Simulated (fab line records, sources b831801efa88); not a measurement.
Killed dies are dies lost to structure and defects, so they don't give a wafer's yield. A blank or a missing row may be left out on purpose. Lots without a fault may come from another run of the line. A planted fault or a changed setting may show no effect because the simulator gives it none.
fab line records | flow gf180mcu
record lots=5 wafers=15 last_day=35
route steps=602 shown NWELL@46 LVPWELL@54 MVSD@66 MVPSD@78
lots that met no fault: from a run of the same line without faults
start_h: hours from the record's first day to the start of the lot's first wafer shown | wait_h: hours since the lot's step before | " the same as in the row above | L1.1+2: a row that stands for several wafers | - no value, or no start given | * or withheld: withheld | < > ~ a bound
route shown NAME@n: a module of which the file shows steps, and the number in the route of the first | usual: mean/standard deviation of fault-free wafers | same: alike in all rows | chamber/n: place in a boat | sites: the reading at each site | _std_site: their standard deviation | _edge_site: outer sites' mean less inner sites' | radius_mm: how far each site lies from the wafer's centre | mask NAME#n: copy n | behind: the tool/chamber that last shaped the wafer | hold: why the lot was held/for how many hours/how that ended | device: the transistor (n, p or np) that didn't switch | end of line: the same wafers' tests at the end of the route | a step without rows: its recipe alone | killed: dies lost to structure and defects at the first sort, not the wafer's yield | map: a wafer's dies, x killed, . not, _ none there
set.NAME: the setting as run; set.NAME@STEP: as run at that earlier step | model.NAME: the simulator's own value behind a step, which no gauge read
lots at some steps of the route; a table a step, a row a wafer
services: from which hour (start_h, from the record's first day; less than 0 if before it) a tool's chamber was out of use, for how many hours, and why
## steps
# step GF_NWELL_EXPOSE_04
# recipe mask_id=Nwell target_cd_nm=860 na=0.6 source_shape=conventional sigma_outer=0.6 dose_mj=260
# usual focus_offset_nm=0.0/0.52 stage_vel_mm_s=499.94/0.27
# columns lot.wafer tool chamber start_h wait_h mask focus_offset_nm stage_vel_mm_s
L076.2 iline_stepper-01 0 - - Nwell#0 -0.1 499.53
L076.5 " 0 " " Nwell#0 -0.9 499.89
L076.6 " 0 " " Nwell#0 -0.5 499.68
L082.2 iline_stepper-01 0 - - Nwell#0 -0.1 499.82
L082.3 " 0 " " Nwell#0 0.6 500.01
L082.6 " 0 " " Nwell#0 -0.6 500.14
L085.2 iline_stepper-01 0 - - Nwell#0 0.0 499.63
L085.5 " 0 " " Nwell#0 -0.7 500.07
L085.6 " 0 " " Nwell#0 -0.8 500.51
L092.1 iline_stepper-01 0 - - Nwell#0 0.3 500.15
L092.4 " 0 " " Nwell#0 0.7 499.58
L092.5 " 0 " " Nwell#0 -0.1 499.56
L096.4 iline_stepper-02 0 - - Nwell#0 -0.5 499.53
L096.5 " 0 " " Nwell#0 0.3 500.21
L096.6 " 0 " " Nwell#0 -0.2 500.11
# step GF_NWELL_PEB_05
# recipe temp_c=115 time_s=withheld
# columns lot.wafer tool chamber start_h wait_h
L076.2+5+6 litho_track-04 0 - -
L082.2+3+6 litho_track-03 0 - -
L085.2+5+6 litho_track-04 0 - -
L092.1+4+5 litho_track-01 0 - -
L096.4+5+6 litho_track-03 0 - -
# step GF_NWELL_DEVELOP_06
# recipe wall_angle_deg=90 develop_time_s=57.94 dev_temp_c=23
# columns lot.wafer tool chamber start_h wait_h
L076.2+5+6 litho_track-04 0 - -
L082.2+3+6 litho_track-03 0 - -
L085.2+5+6 litho_track-04 0 - -
L092.1+4+5 litho_track-01 0 - -
L096.4+5+6 litho_track-03 0 - -
# step GF_NWELL_OVL_MEAS_07
# usual NWELL_OVL=0.1/1.7
# columns lot.wafer tool chamber start_h wait_h NWELL_OVL[nm]
L076.2 overlay-02 - 65.82 - -1.4
L076.5 " - " " -0.1
L076.6 " - " " 1.0
L082.2 overlay-02 - 97.21 - -2.0
L082.3 " - " " 0.9
L082.6 " - " " -0.5
L085.2 overlay-01 - 114.62 - 2.0
L085.5 " - " " 0.3
L085.6 " - " " 0.7
L092.1 overlay-01 - 154.56 - -2.7
L092.4 " - " " -1.0
L092.5 " - " " -2.0
L096.4 overlay-02 - 176.37 - 2.5
L096.5 " - " " 2.9
L096.6 " - " " 1.0
# step GF_NWELL_IMPLANT_08
# recipe species=P energy_kev=450 dose_cm2=1.5e+13 tilt_deg=0
# usual dose_ions_cm2=1.4999e+13/1.7e+10 end_station_pressure_torr=5.08e-06/2.9e-07
# columns lot.wafer tool chamber start_h wait_h dose_ions_cm2 end_station_pressure_torr
L076.2 implanter-01 0 65.88 0.0 1.4991e+13 4.57e-06
L076.5 " 0 " " 1.5004e+13 5.4e-06
L076.6 " 0 " " 1.5014e+13 5.55e-06
L082.2 implanter-03 0 97.26 0.0 1.5e+13 5.07e-06
L082.3 " 0 " " 1.5004e+13 5.02e-06
L082.6 " 0 " " 1.4978e+13 5.32e-06
L085.2 implanter-04 0 114.68 0.0 1.5021e+13 4.92e-06
L085.5 " 0 " " 1.4991e+13 4.98e-06
L085.6 " 0 " " 1.5001e+13 4.53e-06
L092.1 implanter-04 0 154.59 0.0 1.4964e+13 5.11e-06
L092.4 " 0 " " 1.4964e+13 5.27e-06
L092.5 " 0 " " 1.4968e+13 4.77e-06
L096.4 implanter-04 0 176.46 0.1 1.5035e+13 5.06e-06
L096.5 " 0 " " 1.5012e+13 4.67e-06
L096.6 " 0 " " 1.5039e+13 5.05e-06
# step GF_NWELL_IMPLANT_09
# recipe species=P energy_kev=160 dose_cm2=4e+12 tilt_deg=0
# usual dose_ions_cm2=4e+12/4.5e+09 end_station_pressure_torr=5.03e-06/2.6e-07
# columns lot.wafer tool chamber start_h wait_h dose_ions_cm2 end_station_pressure_torr
L076.2 implanter-01 0 66.03 0.1 4.006e+12 4.87e-06
L076.5 " 0 " " 4.004e+12 4.63e-06
L076.6 " 0 " " 4.006e+12 4.67e-06
L082.2 implanter-03 0 97.41 0.1 3.999e+12 5.27e-06
L082.3 " 0 " " 4.005e+12 4.58e-06
L082.6 " 0 " " 3.997e+12 4.87e-06
L085.2 implanter-04 0 114.83 0.1 3.993e+12 5.2e-06
L085.5 " 0 " " 3.999e+12 5.1e-06
L085.6 " 0 " " 3.996e+12 5.22e-06
L092.1 implanter-04 0 154.74 0.1 4.009e+12 5e-06
L092.4 " 0 " " 3.994e+12 4.54e-06
L092.5 " 0 " " 4.002e+12 5.02e-06
L096.4 implanter-04 0 176.61 0.1 4.005e+12 4.34e-06
L096.5 " 0 " " 4.008e+12 4.9e-06
L096.6 " 0 " " 4.001e+12 5.14e-06
# step GF_NWELL_STRIP_10
# recipe chemistry=O2/N2 power_w=1400 pressure_mtorr=1500 platen_temp_c=250 o2_flow_sccm=3000 n2_flow_sccm=300 overash_fraction=0.5
# usual drypump_motor_current_A=5.6/0.43 heater_power_w=344/44 oes_product_au=0.722/0.0048 strip_time_to_endpoint_s=37.06/0.11
# columns lot.wafer tool chamber start_h wait_h drypump_motor_current_A heater_power_w oes_product_au rf_hours_counter_h strip_time_to_endpoint_s
L076.2 plasma_asher-04 0 66.15 0.1 4.9 383 0.721 26 36.96
L076.5 " 1 " " 5.9 304 0.722 - 36.89
L076.6 " 0 " " 4.9 389 0.723 - 36.85
L082.2 plasma_asher-02 1 97.54 0.1 6.2 294 0.729 48 37.28
L082.3 " 1 " " 6.2 301 0.725 - 37.17
L082.6 " 1 " " 6.1 296 0.727 - 37.23
L085.2 plasma_asher-04 1 114.95 0.1 5.9 302 0.715 31 37.05
L085.5 " 1 " " 5.9 302 0.721 - 37.14
L085.6 " 0 " " 4.9 391 0.724 - 37.33
L092.1 plasma_asher-01 0 154.89 0.1 5.2 313 0.719 3 36.96
L092.4 " 0 " " 5.2 320 0.718 - 36.89
L092.5 " 0 " " 5.2 326 0.718 - 36.94
L096.4 plasma_asher-01 0 176.72 0.1 5.2 314 0.726 - 37.08
L096.5 " 1 " " 5.7 335 0.733 - 37.05
L096.6 " 0 " " 5.2 321 0.726 - 37.13
# step GF_NWELL_TW_MEAS_11
# usual NWELL_TW=1573/21
# columns lot.wafer tool chamber start_h wait_h NWELL_TW
L076.2 film_metro-01 - 66.26 0.1 1592
L076.5 " - " " 1599
L076.6 " - " " 1591
L082.2 film_metro-02 - 97.65 0.1 1584
L082.3 " - " " 1582
L082.6 " - " " 1579
L085.2 film_metro-03 - 115.06 0.1 1541
L085.5 " - " " 1545
L085.6 " - " " 1544
L092.1 film_metro-01 - 154.99 0.1 1589
L092.4 " - " " 1572
L092.5 " - " " 1577
L096.4 film_metro-01 - 176.81 0.1 1581
L096.5 " - " " 1574
L096.6 " - " " 1572
# step GF_LVPWELL_DEHYDRATE_00
# recipe temp_c=200 time_s=60
# columns lot.wafer tool chamber start_h wait_h
L076.2+5+6 litho_track-04 0 71.94 5.7
L082.2+3+6 litho_track-03 0 104.17 6.5
L085.2+5+6 litho_track-03 0 121.27 6.2
L092.1+4+5 litho_track-02 0 162.58 7.6
L096.4+5+6 litho_track-03 0 184.97 8.1
# step GF_LVPWELL_HMDS_01
# recipe prime_time_s=60 prime_temp_c=120
# columns lot.wafer tool chamber start_h wait_h
L076.2+5+6 litho_track-04 0 72.09 0.1
L082.2+3+6 litho_track-03 0 104.32 0.1
L085.2+5+6 litho_track-03 0 121.42 0.1
L092.1+4+5 litho_track-02 0 162.73 0.1
L096.4+5+6 litho_track-03 0 185.12 0.1
# step GF_LVPWELL_COAT_02
# recipe spin_rpm=2000 resist_thk_nm=3000
# columns lot.wafer tool chamber start_h wait_h
L076.2+5+6 litho_track-04 0 72.24 0.1
L082.2+3+6 litho_track-03 0 104.47 0.1
L085.2+5+6 litho_track-03 0 121.57 0.1
L092.1+4+5 litho_track-02 0 162.88 0.1
L096.4+5+6 litho_track-03 0 185.27 0.1
# step GF_LVPWELL_SOFTBAKE_03
# recipe temp_c=110 time_s=withheld
# columns lot.wafer tool chamber start_h wait_h
L076.2+5+6 litho_track-04 0 72.40 0.1
L082.2+3+6 litho_track-03 0 104.63 0.1
L085.2+5+6 litho_track-03 0 121.73 0.1
L092.1+4+5 litho_track-02 0 163.03 0.1
L096.4+5+6 litho_track-03 0 185.45 0.1
# step GF_LVPWELL_EXPOSE_04
# recipe mask_id=LVPWELL target_cd_nm=600 na=0.6 source_shape=conventional sigma_outer=0.6 dose_mj=260
# usual focus_offset_nm=0.0/0.53 stage_vel_mm_s=500.03/0.26
# columns lot.wafer tool chamber start_h wait_h mask focus_offset_nm stage_vel_mm_s
L076.2 iline_stepper-01 0 - - LVPWELL#0 -0.3 500.18
L076.5 " 0 " " LVPWELL#0 -1.4 500.08
L076.6 " 0 " " LVPWELL#0 -0.3 500.13
L082.2 iline_stepper-02 0 - - LVPWELL#0 0.3 499.98
L082.3 " 0 " " LVPWELL#0 0.1 499.84
L082.6 " 0 " " LVPWELL#0 0.3 500.20
L085.2 iline_stepper-01 0 - - LVPWELL#0 -0.2 499.94
L085.5 " 0 " " LVPWELL#0 0.6 499.76
L085.6 " 0 " " LVPWELL#0 1.0 499.55
L092.1 iline_stepper-02 0 - - LVPWELL#0 0.5 500.30
L092.4 " 0 " " LVPWELL#0 -0.4 500.03
L092.5 " 0 " " LVPWELL#0 -0.1 499.94
L096.4 iline_stepper-01 0 - - LVPWELL#0 0.1 500.75
L096.5 " 0 " " LVPWELL#0 -0.6 500.00
L096.6 " 0 " " LVPWELL#0 0.2 500.48
# step GF_LVPWELL_PEB_05
# recipe temp_c=115 time_s=withheld
# columns lot.wafer tool chamber start_h wait_h
L076.2+5+6 litho_track-02 0 - -
L082.2+3+6 litho_track-03 0 - -
L085.2+5+6 litho_track-02 0 - -
L092.1+4+5 litho_track-02 0 - -
L096.4+5+6 litho_track-04 0 - -
# step GF_LVPWELL_DEVELOP_06
# recipe wall_angle_deg=90 develop_time_s=60 dev_temp_c=23
# columns lot.wafer tool chamber start_h wait_h
L076.2+5+6 litho_track-02 0 - -
L082.2+3+6 litho_track-03 0 - -
L085.2+5+6 litho_track-02 0 - -
L092.1+4+5 litho_track-02 0 - -
L096.4+5+6 litho_track-04 0 - -
# step GF_LVPWELL_OVL_MEAS_07
# usual LVPWELL_OVL=-0.1/1.6
# columns lot.wafer tool chamber start_h wait_h LVPWELL_OVL[nm]
L076.2 overlay-02 - 78.84 - -3.5
L076.5 " - " " -2.3
L076.6 " - " " -0.6
L082.2 overlay-01 - 111.76 - -0.4
L082.3 " - " " 1.0
L082.6 " - " " -0.2
L085.2 overlay-01 - 129.14 - 2.2
L085.5 " - " " 1.7
L085.6 " - " " 2.1
L092.1 overlay-02 - 171.83 - -2.6
L092.4 " - " " -2.1
L092.5 " - " " -0.6
L096.4 overlay-01 - 194.56 - -0.2
L096.5 " - " " 1.7
L096.6 " - " " -0.6
# step GF_LVPWELL_IMPLANT_08
# recipe species=B energy_kev=170 dose_cm2=1.5e+13 tilt_deg=0
# usual dose_ions_cm2=1.4997e+13/1.6e+10 end_station_pressure_torr=5.06e-06/2.7e-07
# columns lot.wafer tool chamber start_h wait_h dose_ions_cm2 end_station_pressure_torr
L076.2 implanter-02 0 78.90 0.0 1.4996e+13 4.79e-06
L076.5 " 0 " " 1.5002e+13 5.16e-06
L076.6 " 0 " " 1.5024e+13 5.25e-06
L082.2 implanter-02 0 111.81 0.0 1.4972e+13 5.06e-06
L082.3 " 0 " " 1.4984e+13 5.06e-06
L082.6 " 0 " " 1.5004e+13 5.15e-06
L085.2 implanter-02 0 129.20 0.0 1.5017e+13 5.26e-06
L085.5 " 0 " " 1.4998e+13 5.42e-06
L085.6 " 0 " " 1.498e+13 5.41e-06
L092.1 implanter-02 0 171.87 0.0 1.4995e+13 4.96e-06
L092.4 " 0 " " 1.497e+13 5.06e-06
L092.5 " 0 " " 1.4996e+13 4.99e-06
L096.4 implanter-02 0 194.65 0.1 1.4999e+13 4.83e-06
L096.5 " 0 " " 1.4979e+13 4.8e-06
L096.6 " 0 " " 1.4997e+13 4.65e-06
# step GF_LVPWELL_IMPLANT_09
# recipe species=B energy_kev=60 dose_cm2=5e+12 tilt_deg=0
# usual dose_ions_cm2=5e+12/5.8e+09 end_station_pressure_torr=5.02e-06/2.5e-07
# columns lot.wafer tool chamber start_h wait_h dose_ions_cm2 end_station_pressure_torr
L076.2 implanter-02 0 79.05 0.1 4.997e+12 4.98e-06
L076.5 " 0 " " 5e+12 5.12e-06
L076.6 " 0 " " 5e+12 5.28e-06
L082.2 implanter-02 0 111.96 0.1 4.99e+12 4.99e-06
L082.3 " 0 " " 4.991e+12 4.65e-06
L082.6 " 0 " " 5.001e+12 5.45e-06
L085.2 implanter-02 0 129.35 0.1 4.999e+12 5.04e-06
L085.5 " 0 " " 4.99e+12 4.68e-06
L085.6 " 0 " " 4.992e+12 4.9e-06
L092.1 implanter-02 0 172.02 0.1 4.994e+12 4.84e-06
L092.4 " 0 " " 4.995e+12 5.02e-06
L092.5 " 0 " " 5.001e+12 5.05e-06
L096.4 implanter-02 0 194.80 0.1 4.993e+12 4.88e-06
L096.5 " 0 " " 4.998e+12 4.64e-06
L096.6 " 0 " " 5e+12 5.34e-06
# step GF_LVPWELL_STRIP_10
# recipe chemistry=O2/N2 power_w=1400 pressure_mtorr=1500 platen_temp_c=250 o2_flow_sccm=3000 n2_flow_sccm=300 overash_fraction=0.5
# usual drypump_motor_current_A=5.7/0.54 heater_power_w=320/37 oes_product_au=0.723/0.0044 strip_time_to_endpoint_s=37.06/0.09
# columns lot.wafer tool chamber start_h wait_h drypump_motor_current_A heater_power_w oes_product_au rf_hours_counter_h strip_time_to_endpoint_s
L076.2 plasma_asher-01 1 79.17 0.1 5.7 324 0.727 44 37.11
L076.5 " 0 " " 5.2 330 0.719 - 37.06
L076.6 " 1 " " 5.7 330 0.718 - 37.11
L082.2 plasma_asher-03 1 112.09 0.1 6.6 285 0.725 39 37.05
L082.3 " 0 " " 5.7 287 0.720 - 37.01
L082.6 " 1 " " 6.6 277 0.726 - 36.97
L085.2 plasma_asher-03 0 129.47 0.1 5.7 289 0.728 41 36.88
L085.5 " 1 " " 6.6 282 0.720 - 37.04
L085.6 " 0 " " 5.7 285 0.728 - 36.93
L092.1 plasma_asher-01 1 172.17 0.1 5.7 333 0.727 5 37.18
L092.4 " 1 " " 5.7 341 0.719 - 37.11
L092.5 " 1 " " 5.7 334 0.719 - 37.10
L096.4 plasma_asher-01 0 194.91 0.1 5.2 319 0.716 - 37.07
L096.5 " 0 " " 5.2 323 0.721 - 37.09
L096.6 " 1 " " 5.7 335 0.726 - 37.00
# step GF_LVPWELL_TW_MEAS_11
# usual LVPWELL_TW=558/8.7
# columns lot.wafer tool chamber start_h wait_h LVPWELL_TW
L076.2 film_metro-02 - 79.28 0.1 562
L076.5 " - " " 559
L076.6 " - " " 558
L082.2 film_metro-02 - 112.20 0.1 565
L082.3 " - " " 564
L082.6 " - " " 563
L085.2 film_metro-01 - 129.58 0.1 562
L085.5 " - " " 562
L085.6 " - " " 564
L092.1 film_metro-02 - 172.27 0.1 565
L092.4 " - " " 567
L092.5 " - " " 567
L096.4 film_metro-03 - 195.01 0.1 546
L096.5 " - " " 547
L096.6 " - " " 544
# step GF_MVSD_DEHYDRATE_00
# recipe temp_c=200 time_s=60
# columns lot.wafer tool chamber start_h wait_h
L076.2+5+6 litho_track-04 0 85.19 5.9
L082.2+3+6 litho_track-02 0 118.56 6.4
L085.2+5+6 litho_track-04 0 136.59 7.0
L092.1+4+5 litho_track-01 0 180.31 8.0
L096.4+5+6 litho_track-02 0 203.36 8.3
# step GF_MVSD_HMDS_01
# recipe prime_time_s=60 prime_temp_c=120
# columns lot.wafer tool chamber start_h wait_h
L076.2+5+6 litho_track-04 0 85.34 0.1
L082.2+3+6 litho_track-02 0 118.71 0.1
L085.2+5+6 litho_track-04 0 136.74 0.1
L092.1+4+5 litho_track-01 0 180.46 0.1
L096.4+5+6 litho_track-02 0 203.51 0.1
# step GF_MVSD_COAT_02
# recipe spin_rpm=2000 resist_thk_nm=3000
# columns lot.wafer tool chamber start_h wait_h
L076.2+5+6 litho_track-04 0 85.49 0.1
L082.2+3+6 litho_track-02 0 118.86 0.1
L085.2+5+6 litho_track-04 0 136.89 0.1
L092.1+4+5 litho_track-01 0 180.61 0.1
L096.4+5+6 litho_track-02 0 203.66 0.1
# step GF_MVSD_SOFTBAKE_03
# recipe temp_c=110 time_s=withheld
# columns lot.wafer tool chamber start_h wait_h
L076.2+5+6 litho_track-04 0 85.65 0.1
L082.2+3+6 litho_track-02 0 119.02 0.1
L085.2+5+6 litho_track-04 0 137.05 0.1
L092.1+4+5 litho_track-01 0 180.76 0.1
L096.4+5+6 litho_track-02 0 203.83 0.1
# step GF_MVSD_EXPOSE_04
# recipe mask_id=MVSD target_cd_nm=1000 na=0.6 source_shape=conventional sigma_outer=0.6 dose_mj=260
# usual focus_offset_nm=0.1/0.55 stage_vel_mm_s=499.94/0.29
# columns lot.wafer tool chamber start_h wait_h mask focus_offset_nm stage_vel_mm_s
L076.2 iline_stepper-02 0 - - MVSD#0 0.5 500.03
L076.5 " 0 " " MVSD#0 0.2 499.93
L076.6 " 0 " " MVSD#0 0.5 499.95
L082.2 iline_stepper-02 0 - - MVSD#0 0.4 499.51
L082.3 " 0 " " MVSD#0 0.6 499.40
L082.6 " 0 " " MVSD#0 0.6 499.84
L085.2 iline_stepper-01 0 - - MVSD#0 0.1 500.01
L085.5 " 0 " " MVSD#0 0.2 500.39
L085.6 " 0 " " MVSD#0 0.8 500.51
L092.1 iline_stepper-01 0 - - MVSD#0 0.2 500.23
L092.4 " 0 " " MVSD#0 0.5 499.98
L092.5 " 0 " " MVSD#0 -0.6 500.47
L096.4 iline_stepper-02 0 - - MVSD#0 -0.2 500.24
L096.5 " 0 " " MVSD#0 0.8 500.57
L096.6 " 0 " " MVSD#0 0.4 500.87
# step GF_MVSD_PEB_05
# recipe temp_c=115 time_s=withheld
# columns lot.wafer tool chamber start_h wait_h
L076.2+5+6 litho_track-02 0 - -
L082.2+3+6 litho_track-01 0 - -
L085.2+5+6 litho_track-04 0 - -
L092.1+4+5 litho_track-02 0 - -
L096.4+5+6 litho_track-02 0 - -
# step GF_MVSD_DEVELOP_06
# recipe wall_angle_deg=90 develop_time_s=60 dev_temp_c=23
# columns lot.wafer tool chamber start_h wait_h
L076.2+5+6 litho_track-02 0 - -
L082.2+3+6 litho_track-01 0 - -
L085.2+5+6 litho_track-04 0 - -
L092.1+4+5 litho_track-02 0 - -
L096.4+5+6 litho_track-02 0 - -
# step GF_MVSD_OVL_MEAS_07
# usual MVSD_OVL=0.0/1.2
# columns lot.wafer tool chamber start_h wait_h MVSD_OVL[nm]
L076.2 overlay-01 - 92.44 - 1.8
L076.5 " - " " -0.1
L076.6 " - " " 2.2
L082.2 overlay-02 - 126.51 - -0.5
L082.3 " - " " -0.9
L082.6 " - " " -0.2
L085.2 overlay-01 - 145.27 - 0.6
L085.5 " - " " 1.1
L085.6 " - " " 0.7
L092.1 overlay-01 - 190.25 - 0.4
L092.4 " - " " -0.8
L092.5 " - " " -0.1
L096.4 overlay-02 - 213.10 - -0.4
L096.5 " - " " -2.1
L096.6 " - " " -0.8
# step GF_MVSD_IMPLANT_08
# recipe species=P energy_kev=400 dose_cm2=1.6e+13 tilt_deg=0
# usual dose_ions_cm2=1.5998e+13/1.7e+10 end_station_pressure_torr=5.06e-06/2.5e-07
# columns lot.wafer tool chamber start_h wait_h dose_ions_cm2 end_station_pressure_torr
L076.2 implanter-03 0 92.50 0.0 1.5997e+13 5.39e-06
L076.5 " 0 " " 1.5968e+13 5.14e-06
L076.6 " 0 " " 1.5985e+13 5.26e-06
L082.2 implanter-02 0 126.57 0.0 1.5964e+13 5.03e-06
L082.3 " 0 " " 1.5977e+13 5.14e-06
L082.6 " 0 " " 1.5961e+13 5.07e-06
L085.2 implanter-04 0 145.33 0.0 1.5985e+13 4.91e-06
L085.5 " 0 " " 1.6026e+13 5.5e-06
L085.6 " 0 " " 1.5972e+13 4.81e-06
L092.1 implanter-02 0 190.29 0.0 1.5969e+13 4.94e-06
L092.4 " 0 " " 1.602e+13 5.13e-06
L092.5 " 0 " " 1.6003e+13 5.02e-06
L096.4 implanter-03 0 213.19 0.1 1.6011e+13 4.9e-06
L096.5 " 0 " " 1.6006e+13 5.35e-06
L096.6 " 0 " " 1.6024e+13 5.07e-06
# step GF_MVSD_IMPLANT_09
# recipe species=P energy_kev=100 dose_cm2=5e+12 tilt_deg=0
# usual dose_ions_cm2=5e+12/5.9e+09 end_station_pressure_torr=4.98e-06/2.6e-07
# columns lot.wafer tool chamber start_h wait_h dose_ions_cm2 end_station_pressure_torr
L076.2 implanter-03 0 92.65 0.1 4.996e+12 5.46e-06
L076.5 " 0 " " 4.997e+12 4.99e-06
L076.6 " 0 " " 5.001e+12 4.75e-06
L082.2 implanter-02 0 126.72 0.1 4.995e+12 4.96e-06
L082.3 " 0 " " 5.006e+12 4.84e-06
L082.6 " 0 " " 4.995e+12 4.64e-06
L085.2 implanter-04 0 145.48 0.1 4.995e+12 5.01e-06
L085.5 " 0 " " 4.997e+12 5.16e-06
L085.6 " 0 " " 4.997e+12 5.37e-06
L092.1 implanter-02 0 190.44 0.1 5e+12 4.75e-06
L092.4 " 0 " " 4.996e+12 5.65e-06
L092.5 " 0 " " 4.998e+12 5e-06
L096.4 implanter-03 0 213.34 0.1 5.009e+12 5.06e-06
L096.5 " 0 " " 4.995e+12 5.27e-06
L096.6 " 0 " " 5.002e+12 5.09e-06
# step GF_MVSD_STRIP_10
# recipe chemistry=O2/N2 power_w=1400 pressure_mtorr=1500 platen_temp_c=250 o2_flow_sccm=3000 n2_flow_sccm=300 overash_fraction=0.5
# usual drypump_motor_current_A=5.8/0.51 heater_power_w=336/57 oes_product_au=0.722/0.0047 strip_time_to_endpoint_s=37.01/0.1
# columns lot.wafer tool chamber start_h wait_h drypump_motor_current_A heater_power_w oes_product_au rf_hours_counter_h strip_time_to_endpoint_s
L076.2 plasma_asher-03 0 92.77 0.1 5.7 291 0.714 37 37.09
L076.5 " 0 " " 5.7 293 0.724 - 37.15
L076.6 " 1 " " 6.6 278 0.719 - 37.12
L082.2 plasma_asher-03 1 126.84 0.1 6.6 276 0.712 41 37.18
L082.3 " 0 " " 5.8 292 0.721 - 37.10
L082.6 " 1 " " 6.6 277 0.725 - 37.17
L085.2 plasma_asher-04 1 145.60 0.1 5.9 301 0.726 34 37.15
L085.5 " 1 " " 5.9 304 0.721 - 37.02
L085.6 " 0 " " 4.9 385 0.723 - 37.09
L092.1 plasma_asher-02 0 190.59 0.1 5.7 428 0.718 58 36.99
L092.4 " 1 " " 6.2 304 0.727 - 37.02
L092.5 " 0 " " 5.8 423 0.722 - 37.10
L096.4 plasma_asher-02 1 213.45 0.1 6.2 308 0.730 - 36.66
L096.5 " 0 " " 5.7 426 0.725 - 36.76
L096.6 " 1 " " 6.2 298 0.729 - 36.83
# step GF_MVSD_TW_MEAS_11
# usual MVSD_TW=1572/23
# columns lot.wafer tool chamber start_h wait_h MVSD_TW
L076.2 film_metro-01 - 92.88 0.1 1591
L076.5 " - " " 1589
L076.6 " - " " 1589
L082.2 film_metro-03 - 126.95 0.1 1547
L082.3 " - " " 1538
L082.6 " - " " 1535
L085.2 film_metro-02 - 145.71 0.1 1585
L085.5 " - " " 1586
L085.6 " - " " 1578
L092.1 film_metro-01 - 190.69 0.1 1593
L092.4 " - " " 1586
L092.5 " - " " 1583
L096.4 film_metro-01 - 213.55 0.1 1583
L096.5 " - " " 1597
L096.6 " - " " 1589
# step GF_MVPSD_DEHYDRATE_00
# recipe temp_c=200 time_s=60
# columns lot.wafer tool chamber start_h wait_h
L076.2+5+6 litho_track-01 0 98.73 5.8
L082.2+3+6 litho_track-02 0 134.21 7.2
L085.2+5+6 litho_track-03 0 153.32 7.6
L092.1+4+5 litho_track-03 0 199.85 9.2
L096.4+5+6 litho_track-02 0 222.86 9.3
# step GF_MVPSD_HMDS_01
# recipe prime_time_s=60 prime_temp_c=120
# columns lot.wafer tool chamber start_h wait_h
L076.2+5+6 litho_track-01 0 98.88 0.1
L082.2+3+6 litho_track-02 0 134.36 0.1
L085.2+5+6 litho_track-03 0 153.47 0.1
L092.1+4+5 litho_track-03 0 200.00 0.1
L096.4+5+6 litho_track-02 0 223.01 0.1
# step GF_MVPSD_COAT_02
# recipe spin_rpm=2000 resist_thk_nm=2966
# columns lot.wafer tool chamber start_h wait_h
L076.2+5+6 litho_track-01 0 99.03 0.1
L082.2+3+6 litho_track-02 0 134.51 0.1
L085.2+5+6 litho_track-03 0 153.62 0.1
L092.1+4+5 litho_track-03 0 200.15 0.1
L096.4+5+6 litho_track-02 0 223.16 0.1
# step GF_MVPSD_SOFTBAKE_03
# recipe temp_c=110 time_s=withheld
# columns lot.wafer tool chamber start_h wait_h
L076.2+5+6 litho_track-01 0 99.19 0.1
L082.2+3+6 litho_track-02 0 134.67 0.1
L085.2+5+6 litho_track-03 0 153.78 0.1
L092.1+4+5 litho_track-03 0 200.30 0.1
L096.4+5+6 litho_track-02 0 223.33 0.1
# step GF_MVPSD_EXPOSE_04
# recipe mask_id=MVPSD target_cd_nm=1000 na=0.6 source_shape=conventional sigma_outer=0.6 dose_mj=260
# usual focus_offset_nm=-0.1/0.51 stage_vel_mm_s=500.00/0.25
# columns lot.wafer tool chamber start_h wait_h mask focus_offset_nm stage_vel_mm_s
L076.2 iline_stepper-01 0 - - MVPSD#0 -0.1 500.33
L076.5 " 0 " " MVPSD#0 0.2 500.64
L076.6 " 0 " " MVPSD#0 -0.4 500.48
L082.2 iline_stepper-01 0 - - MVPSD#0 -0.6 499.98
L082.3 " 0 " " MVPSD#0 -0.5 500.01
L082.6 " 0 " " MVPSD#0 -0.8 499.89
L085.2 iline_stepper-01 0 - - MVPSD#0 0.6 499.86
L085.5 " 0 " " MVPSD#0 0.2 499.87
L085.6 " 0 " " MVPSD#0 -0.2 499.61
L092.1 iline_stepper-02 0 - - MVPSD#0 -0.5 499.91
L092.4 " 0 " " MVPSD#0 0.0 499.79
L092.5 " 0 " " MVPSD#0 0.3 499.88
L096.4 iline_stepper-01 0 - - MVPSD#0 -0.2 500.30
L096.5 " 0 " " MVPSD#0 0.2 499.86
L096.6 " 0 " " MVPSD#0 0.0 499.66
# step GF_MVPSD_PEB_05
# recipe temp_c=115 time_s=withheld
# columns lot.wafer tool chamber start_h wait_h
L076.2+5+6 litho_track-03 0 - -
L082.2+3+6 litho_track-01 0 - -
L085.2+5+6 litho_track-03 0 - -
L092.1+4+5 litho_track-01 0 - -
L096.4+5+6 litho_track-02 0 - -
# step GF_MVPSD_DEVELOP_06
# recipe wall_angle_deg=90 develop_time_s=60 dev_temp_c=23
# columns lot.wafer tool chamber start_h wait_h
L076.2+5+6 litho_track-03 0 - -
L082.2+3+6 litho_track-01 0 - -
L085.2+5+6 litho_track-03 0 - -
L092.1+4+5 litho_track-01 0 - -
L096.4+5+6 litho_track-02 0 - -
# step GF_MVPSD_OVL_MEAS_07
# usual MVPSD_OVL=0.3/1.3
# columns lot.wafer tool chamber start_h wait_h MVPSD_OVL[nm]
L076.2 overlay-02 - 106.06 - 1.9
L076.5 " - " " 0.7
L076.6 " - " " 1.0
L082.2 overlay-01 - 142.41 - 0.5
L082.3 " - " " 0.6
L082.6 " - " " -0.6
L085.2 overlay-01 - 162.21 - -0.4
L085.5 " - " " -0.1
L085.6 " - " " 1.3
L092.1 overlay-01 - 209.66 - -1.2
L092.4 " - " " 1.9
L092.5 " - " " 1.5
L096.4 overlay-01 - 233.70 - 1.8
L096.5 " - " " 0.5
L096.6 " - " " 1.2
## services
# columns tool chamber start_h hours kind
implanter-02 - 42.60 1.6 repair
plasma_asher-01 - 63.91 1.0 repair
plasma_asher-04 - 69.10 2.2 repair
implanter-04 - 77.57 8.8 repair
implanter-04 - 87.35 3.8 pm
plasma_asher-02 - 87.36 1.0 repair
implanter-02 - 96.49 5.1 repair
implanter-02 - 101.56 4.2 pm
implanter-02 - 103.64 1.3 repair
plasma_asher-01 - 106.52 1.2 repair
plasma_asher-01 - 108.75 9.0 pm
plasma_asher-01 0 108.75 9.0 vent_cycle
plasma_asher-01 1 108.75 9.0 vent_cycle
plasma_asher-03 - 136.85 0.4 repair
iline_stepper-01 0 172.49 - calibration
iline_stepper-02 0 179.93 - calibration
iline_stepper-02 - 181.03 13.5 repair
implanter-03 - 189.28 4.0 pm
implanter-03 - 193.28 2.9 pm
iline_stepper-01 - 199.17 1.7 pm
implanter-04 - 209.67 7.4 repair
iline_stepper-02 - 220.32 1.7 pm
plasma_asher-03 - 220.84 2.8 pm
implanter-01 - 229.02 3.4 pm
## key
fault none
